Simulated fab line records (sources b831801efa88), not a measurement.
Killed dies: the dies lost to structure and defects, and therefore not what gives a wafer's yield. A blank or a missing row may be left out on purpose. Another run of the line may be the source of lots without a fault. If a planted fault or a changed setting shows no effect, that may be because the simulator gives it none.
One fault through the eyes of 2 desks | flow gf180mcu | numbers are kept per desk, each desk with only its own; the story behind them comes last

== THE METROLOGY DESK ==
Lot by lot, what the gauges showed, no matter which tool ran the lot: averages of those sampled wafers that carry a number. Marked OUT: a lot whose mean sits more than 4 standard deviations from the usual mean, which makes it out of limits; the brackets give that distance.
Columns: A = DNWELL_TW at GF_DNWELL_TW_MEAS_09, usual 1358; B = LVPWELL_OVL at GF_LVPWELL_OVL_MEAS_07, usual 0.2 nm; C = DUAL_GATE_OVL at GF_DUAL_GATE_OVL_MEAS_11, usual 0.1 nm
lot  | first seen here | A               | B    | C
L748 | day 3 00:01     | 1341            | 0.4  | -2.1
L749 | day 3 05:25     | 1373            | 0.7  | 1.0
L753 | day 4 04:25     | 1350            | 1.1  | -0.2
L755 | day 4 12:48     | 1366            | -0.7 | 0.0
L758 | day 5 06:11     | 1371            | 1.6  | -1.1
L759 | day 5 09:40     | 1350            | -0.7 | 0.3
L762 | day 6 02:55     | 1358            | -2.1 | -0.6
L763 | day 6 07:43     | 1350            | 0.4  | 1.2
L764 | day 6 13:20     | 1233 (-9.6) OUT | 0.4  | 1.1
L765 | day 6 16:38     | 1207 (-12) OUT  | -1.4 | 0.5
L766 | day 7 00:56     | 1230 (-9.8) OUT | 0.6  | -1.1
L769 | day 7 18:53     | 1368            | 0.3  | 0.7
L770 | day 7 20:58     | 1350            | 0.6  | -0.1
Finding of this desk: L764, L765, L766 out of limits, first seen on L764 at day 6 13:20 (DNWELL_TW at GF_DNWELL_TW_MEAS_09). L748, L749, L753, L755, L758, L759, L762, L763, L769, L770: within limits.

== THE TOOL OWNER'S DESK: implanter-03 ==
GF_DNWELL_IMPLANT_07, tool's own readings: per-lot mean of the sampled wafers with a number, covering each lot this tool ran. Marked OUT: a lot whose mean sits more than 4 standard deviations from the usual mean, which makes it out of limits; the brackets give that distance.
Columns: A = doseIonsCm2 at GF_DNWELL_IMPLANT_07, usual 1e+13; B = faradayCurrentUA at GF_DNWELL_IMPLANT_07, usual 56.4
lot  | first seen here | A                       | B
L749 | day 3 05:11     | 1e+13                   | 56.5
L753 | day 4 04:10     | 1e+13                   | 56.7
L758 | day 5 05:58     | 1e+13                   | 56.6
L762 | day 6 02:41     | 1e+13                   | 56.7
L763 | day 6 07:26     | 1e+13                   | 56.7
L764 | day 6 13:05     | 7e+12 (-99 or more) OUT | 39.5 (-14) OUT
L765 | day 6 16:23     | 7e+12 (-99 or more) OUT | 39.7 (-14) OUT
L766 | day 7 00:43     | 7e+12 (-99 or more) OUT | 40.4 (-13) OUT
This desk's finding: out of limits on L764, L765, L766; first on L764, day 6 13:05 (doseIonsCm2 at GF_DNWELL_IMPLANT_07). L749, L753, L758, L762, L763: within limits.

== TAKEN TOGETHER ==
On L764, L765, L766, at day 6 13:05, an alarm was possible from the tool owner's desk.
At day 6 13:20 the metrology desk could have sounded an alarm, on L764, L765, L766.
On implanter-03, each named lot ran GF_DNWELL_IMPLANT_07.

== WHAT THE SIMULATOR PUT IN ==
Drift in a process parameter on implanter-03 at GF_DNWELL_IMPLANT_07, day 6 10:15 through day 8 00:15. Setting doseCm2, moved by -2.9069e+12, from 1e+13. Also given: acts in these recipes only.
Shown lots that were struck: L764, L765, L766.
Counting hours from when the fault started, the first reading out of limits came at 3 for the tool owner's desk and at 3 for the metrology desk.
